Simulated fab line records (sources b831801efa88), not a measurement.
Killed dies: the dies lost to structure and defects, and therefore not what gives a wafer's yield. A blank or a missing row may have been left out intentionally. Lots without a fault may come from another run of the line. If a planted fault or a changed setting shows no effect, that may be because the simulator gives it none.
A single fault, viewed from 2 desks + flow sky130 + what lay behind the numbers comes last; until then each desk has only its own

## FROM THE METROLOGY DESK
Lot by lot, what the gauges showed, no matter which tool ran the lot: averages of those sampled wafers that carry a number. A lot is out of limits, marked OUT, if its mean lies more than 4 standard deviations from the usual mean; the brackets give that distance.
Columns: A = VIA3_OVL at SKY_VIA3_OVL_MEAS_13, usual -1 nm; B = VIA4_OVL at SKY_VIA4_OVL_MEAS_11, usual 0.2 nm
| lot  | first seen here | A  | B    |
|------|-----------------|----|------|
| L669 | day 39 18:19    | 4  | -0.0 |
| L670 | day 40 03:29    | -1 | 0.0  |
| L671 | day 40 08:01    | -0 | 2.6  |
| L672 | day 41 04:38    | -3 | 1.3  |
| L673 | day 41 09:16    | 10 | 1.5  |
| L674 | day 41 10:23    | -1 | -3.3 |
| L676 | day 42 03:23    | -6 | 0.2  |
| L677 | day 42 16:20    | -5 | 0.9  |
| L679 | day 42 21:26    | 0  | -0.0 |
| L684 | day 44 06:56    | 5  | -1.2 |
| L685 | day 44 15:13    | -7 | -0.0 |
| L690 | day 46 09:22    | -2 | -0.4 |
Result from this desk: across the 12 lots, nothing is out of limits.

## TOOL OWNER'S DESK, rie-metal-02
The tool's own readings at SKY_METAL3_ETCH_16 (etches BARC in N2/H2, stops on SiO2, time 88.2 s, target depth 60 nm): means of the sampled wafers that have a number, for each lot that ran on this tool. A lot is out of limits, marked OUT, if its mean lies more than 4 standard deviations from the usual mean; the brackets give that distance.
Columns: A = drypump-motor-current-A at SKY_METAL3_ETCH_16, usual 6.0 A; B = oes-product-au at SKY_METAL3_ETCH_16, usual 0.626 a.u.; C = throttle-valve-pct at SKY_METAL3_ETCH_16, usual 13.204 %
| lot  | first seen here | A   | B     | C      |
|------|-----------------|-----|-------|--------|
| L669 | day 38 15:31    | 6.0 | 0.626 | 13.212 |
| L670 | day 39 00:08    | 6.2 | 0.627 | 13.200 |
| L673 | day 40 07:19    | 6.0 | 0.625 | 13.195 |
| L676 | day 41 02:06    | 6.3 | 0.625 | 13.203 |
| L677 | day 41 15:25    | 6.5 | 0.628 | 13.208 |
| L679 | day 41 19:46    | 6.0 | 0.626 | 13.198 |
| L684 | day 43 07:22    | 6.0 | 0.627 | 13.208 |
| L685 | day 43 15:26    | 6.3 | 0.625 | 13.203 |
Result from this desk: across the 8 lots, nothing is out of limits.

## BROUGHT TOGETHER
The metrology desk saw nothing out of limits.
The tool owner's desk saw nothing out of limits.

## WHAT HAD BEEN PUT IN BY THE SIMULATOR
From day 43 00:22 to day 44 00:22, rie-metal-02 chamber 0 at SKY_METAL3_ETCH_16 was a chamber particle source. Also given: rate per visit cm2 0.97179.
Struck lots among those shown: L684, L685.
